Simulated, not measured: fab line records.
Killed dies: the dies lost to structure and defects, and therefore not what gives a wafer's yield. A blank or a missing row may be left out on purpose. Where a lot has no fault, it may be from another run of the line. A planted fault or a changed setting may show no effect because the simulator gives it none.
Check for tools in common	flow gf180mcu	Sampled: 12 lots, 36 wafers

## WHY IT WAS OPENED
Of 12 lots, 3 have the reading HV_LDD_TW flagged at GF_HV_LDD_TW_MEAS_11. Fault-free wafers read 2408, with a standard deviation of 24.
Rule: a lot gets a flag if all its wafers with a number sit over 4 standard deviations from that mean, or if no wafer of it has a number. All remaining lots are regarded as sound.

lot	measured	on	HV_LDD_TW, wafer by wafer	flag
L452	day 10 03:16	film_metro-02	2445 2439 2436	
L453	day 10 08:02	film_metro-03	2399 2421 2383	
L455	day 10 23:19	film_metro-03	2414 2401 2393	
L459	day 12 06:02	film_metro-04	2378 2387 2393	
L463	day 13 11:05	film_metro-02	2424 2432 2426	
L465	day 14 00:50	film_metro-03	2533 2534 2539	FLAGGED
L466	day 14 08:53	film_metro-04	2543 2540 2549	FLAGGED
L469	day 15 05:32	film_metro-04	2579 2562 2568	FLAGGED
L472	day 16 05:52	film_metro-04	2387 2383 2400	
L473	day 16 11:52	film_metro-02	2450 2441 2441	
L474	day 16 21:44	film_metro-02	2430 2437 2443	
L475	day 17 02:40	film_metro-02	2434 2431 2429	
The mean of the flagged lots' numbers is 2550, +142 from the usual (+6 standard deviations).

## WHICH TOOL EACH LOT WENT THROUGH
3 process steps preceding the reading are held in the record, out of 602 steps in the route. Read each cell as the tool, then ch plus the chambers that the sampled wafers visited, then the start.
lot	flag	GF_VT_IMPLANT_RTA_45	GF_POLY_GATE_ETCH_12	GF_HV_LDD_IMPLANT_09
L452		rtp_anneal-01 ch 0, day 7 14:55	rie_diel-01 ch 1,2, day 9 06:17	implanter-02 ch 0, day 10 03:03
L453		rtp_anneal-02 ch 0, day 7 21:14	rie_diel-01 ch 0,1,2, day 9 12:26	implanter-04 ch 0, day 10 07:48
L455		rtp_anneal-02 ch 0, day 8 10:37	rie_diel-01 ch 0,1,3, day 10 02:42	implanter-04 ch 0, day 10 23:05
L459		rtp_anneal-02 ch 0, day 9 13:43	rie_diel-01 ch 0,2, day 11 07:52	implanter-02 ch 0, day 12 05:48
L463		rtp_anneal-02 ch 0, day 10 17:54	rie_diel-02 ch 2,3, day 12 12:43	implanter-04 ch 0, day 13 10:51
L465	FLAGGED	rtp_anneal-02 ch 0, day 11 04:51	rie_diel-02 ch 0,1,2, day 13 02:38	implanter-02 ch 0, day 14 00:35
L466	FLAGGED	rtp_anneal-01 ch 0, day 11 13:13	rie_diel-01 ch 2,3, day 13 10:47	implanter-02 ch 0, day 14 08:39
L469	FLAGGED	rtp_anneal-02 ch 0, day 12 08:37	rie_diel-02 ch 0,1,3, day 14 06:23	implanter-02 ch 0, day 15 05:18
L472		rtp_anneal-02 ch 0, day 13 06:02	rie_diel-04 ch 1,2,3, day 15 05:38	implanter-01 ch 0, day 16 05:37
L473		rtp_anneal-02 ch 0, day 13 12:54	rie_diel-02 ch 1,3, day 15 11:56	implanter-04 ch 0, day 16 11:37
L474		rtp_anneal-02 ch 0, day 13 20:00	rie_diel-02 ch 1,3, day 15 20:49	implanter-04 ch 0, day 16 21:29
L475		rtp_anneal-01 ch 0, day 14 00:18	rie_diel-02 ch 0,1,2, day 16 01:16	implanter-04 ch 0, day 17 02:26
These steps, and what they do:
- GF_VT_IMPLANT_RTA_45: time 32.45 s.
- GF_POLY_GATE_ETCH_12: etches BARC in N2/H2.
- GF_HV_LDD_IMPLANT_09
- GF_HV_LDD_TW_MEAS_11

## FLAGGED OVER TOTAL, TOOL BY TOOL (the gauges that took the reading come last)
step	tool	lots run	flagged	share of the flagged lots	sound lots run after its first flagged lot
GF_VT_IMPLANT_RTA_45	rtp_anneal-01	3	1	some	1 (L475)
GF_VT_IMPLANT_RTA_45	rtp_anneal-02	9	2	some	3 (L472,L473,L474)
GF_POLY_GATE_ETCH_12	rie_diel-01	5	1	some	0
GF_POLY_GATE_ETCH_12	rie_diel-02	6	2	some	3 (L473,L474,L475)
GF_POLY_GATE_ETCH_12	rie_diel-04	1	0	none	-
GF_HV_LDD_IMPLANT_09	implanter-01	1	0	none	-
GF_HV_LDD_IMPLANT_09	implanter-02	5	3	all	0
GF_HV_LDD_IMPLANT_09	implanter-04	6	0	none	-
GF_HV_LDD_TW_MEAS_11	film_metro-02	5	0	none	-
GF_HV_LDD_TW_MEAS_11	film_metro-03	3	1	some	0
GF_HV_LDD_TW_MEAS_11	film_metro-04	4	2	some	1 (L472)

## THE TABLE: WHAT IT ALLOWS
1 row of the table ran every flagged lot: implanter-02 at GF_HV_LDD_IMPLANT_09.
- implanter-02 at GF_HV_LDD_IMPLANT_09 ran 5 lots, 3 of them flagged. A fault beginning between L459 (day 12 05:48), its last sound lot, and L465 (day 14 00:35), its first flagged one, fits the data. Its own readings (beam_energy_keV) fall more than 4 standard deviations out on all wafers of the flagged lots.
What remains is a single tool, implanter-02 at GF_HV_LDD_IMPLANT_09.

## WHAT THE SIMULATOR HAD INSERTED
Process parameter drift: implanter-02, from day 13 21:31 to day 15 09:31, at GF_HV_LDD_IMPLANT_09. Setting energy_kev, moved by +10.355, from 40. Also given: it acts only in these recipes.
Shown lots that were struck: L465, L466, L469. This agrees with what the rule above found.
